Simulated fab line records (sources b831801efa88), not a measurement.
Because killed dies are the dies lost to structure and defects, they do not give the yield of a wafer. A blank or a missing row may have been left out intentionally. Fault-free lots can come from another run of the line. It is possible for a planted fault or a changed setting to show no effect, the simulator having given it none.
Which tool is to blame? -- flow sky130 -- Sampling: 14 lots, 42 wafers, 2 of 708 route steps

== WHAT EACH GAUGE READ, for each wafer ==
SKY_POLY_GATE_CD_MEAS_13: target cd 150 nm.
lot,measured,on,cd-nm (nm)
L399,day 16 14:14,cd-sem-01,150.9 152.2 151.9
L400,day 16 19:45,cd-sem-02,149.7 148.8 150.0
L401,day 17 06:02,cd-sem-01,147.2 147.9 147.1
L402,day 17 15:01,cd-sem-01,150.1 150.3 151.1
L403,day 17 20:16,cd-sem-02,149.8 149.1 148.9
L404,day 18 04:05,cd-sem-02,150.7 149.9 150.6
L406,day 19 19:22,cd-sem-01,150.7 150.2 150.3
L408,day 20 00:01,cd-sem-02,150.1 150.5 150.7
L409,day 20 09:53,cd-sem-02,151.1 150.6 150.0
L412,day 21 02:07,cd-sem-02,151.2 151.1 150.4
L413,day 21 15:01,cd-sem-01,139.8 140.4 139.4
L414,day 21 22:11,cd-sem-01,137.2 137.2 137.8
L417,day 22 19:00,cd-sem-01,150.4 150.6 150.0
L419,day 23 14:26,cd-sem-02,150.9 150.2 148.9

== TOOL THAT RAN EACH LOT (tool first, then ch and the chambers of the sampled wafers, then the start) ==
lot,SKY_POLY_GATE_EXPOSE_10
L399,"krf-scanner-01 ch 0, day 16 00:34"
L400,"krf-scanner-01 ch 0, day 16 05:46"
L401,"krf-scanner-01 ch 0, day 16 15:26"
L402,"krf-scanner-02 ch 0, day 17 00:56"
L403,"krf-scanner-01 ch 0, day 17 05:56"
L404,"krf-scanner-02 ch 0, day 17 13:25"
L406,"krf-scanner-02 ch 0, day 19 04:05"
L408,"krf-scanner-02 ch 0, day 19 08:23"
L409,"krf-scanner-02 ch 0, day 19 18:16"
L412,"krf-scanner-01 ch 0, day 20 11:22"
L413,"krf-scanner-01 ch 0, day 20 23:32"
L414,"krf-scanner-01 ch 0, day 21 07:50"
L417,"krf-scanner-02 ch 0, day 22 03:59"
L419,"krf-scanner-02 ch 0, day 22 23:52"
- SKY_POLY_GATE_EXPOSE_10: exposes mask P1M, target cd 150 nm.

== AS READ BY THE TOOLS THEMSELVES (means over the sampled wafers that have a number; for cases with no such wafer, the mark the record gives instead) ==
SKY_POLY_GATE_EXPOSE_10.
lot,tool,exposure-dose-mJ-cm2
L399,krf-scanner-01,28.01
L400,krf-scanner-01,27.99
L401,krf-scanner-01,27.98
L402,krf-scanner-02,27.97
L403,krf-scanner-01,27.99
L404,krf-scanner-02,27.96
L406,krf-scanner-02,27.96
L408,krf-scanner-02,27.95
L409,krf-scanner-02,27.93
L412,krf-scanner-01,27.96
L413,krf-scanner-01,29.68
L414,krf-scanner-01,29.67
L417,krf-scanner-02,27.92
L419,krf-scanner-02,27.94

== THE ANSWER, worked out from the rows above alone ==
Rule: the usual values come from the lots themselves. The widest of any qualifying gaps counts: lots, ordered by their means at a reading, are off when they make up no more than a third of the lots, leave a main group of 4 or more, and stand apart from it by 3 or more times the standard deviation of that group's means. If all means in a main group match to the digits the tables above print for the reading, that group is not used. A lot without any number at a reading at which 4 lots or more have one is off too. Any other lot the step has rows for is counted as sound. Order of review: gauges by route order, followed by the tools' own readings, for which a lot's mean as printed above is used. At the first step where some lot is off, the reading lying furthest off is the one used; lots without a number count as furthest.
Off, at SKY_POLY_GATE_CD_MEAS_13 on cd-nm: L413, L414. The main group has a mean of 150.1 nm with a standard deviation of 1.
A tool fits if, at a process step before that reading, it ran every lot that is off, and no sound lot after the first of them. Not tried: the gauges at SKY_POLY_GATE_CD_MEAS_13; whatever is off there is also off at SKY_POLY_GATE_EXPOSE_10, on other tools, and gauge error can't account for it. One fits: SKY_POLY_GATE_EXPOSE_10 on krf-scanner-01. A fault onset in the window from L412 (day 20 11:22, its last sound lot) to L413 (day 20 23:32, its first lot off) fits.
The tool's own readings at SKY_POLY_GATE_EXPOSE_10 bear it out: on the lots that are off they differ by more than 5 times the standard deviation of the sound lots' means. exposure-dose-mJ-cm2 reads 29.68 there against 27.96 on the sound lots.

== WHAT THE SIMULATOR HAD INSERTED ==
Process parameter drift: krf-scanner-01, from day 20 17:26 on, at SKY_POLY_GATE_EXPOSE_10. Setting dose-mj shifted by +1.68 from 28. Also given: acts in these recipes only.
Struck lots among those shown: L413, L414. The rule above found the same.
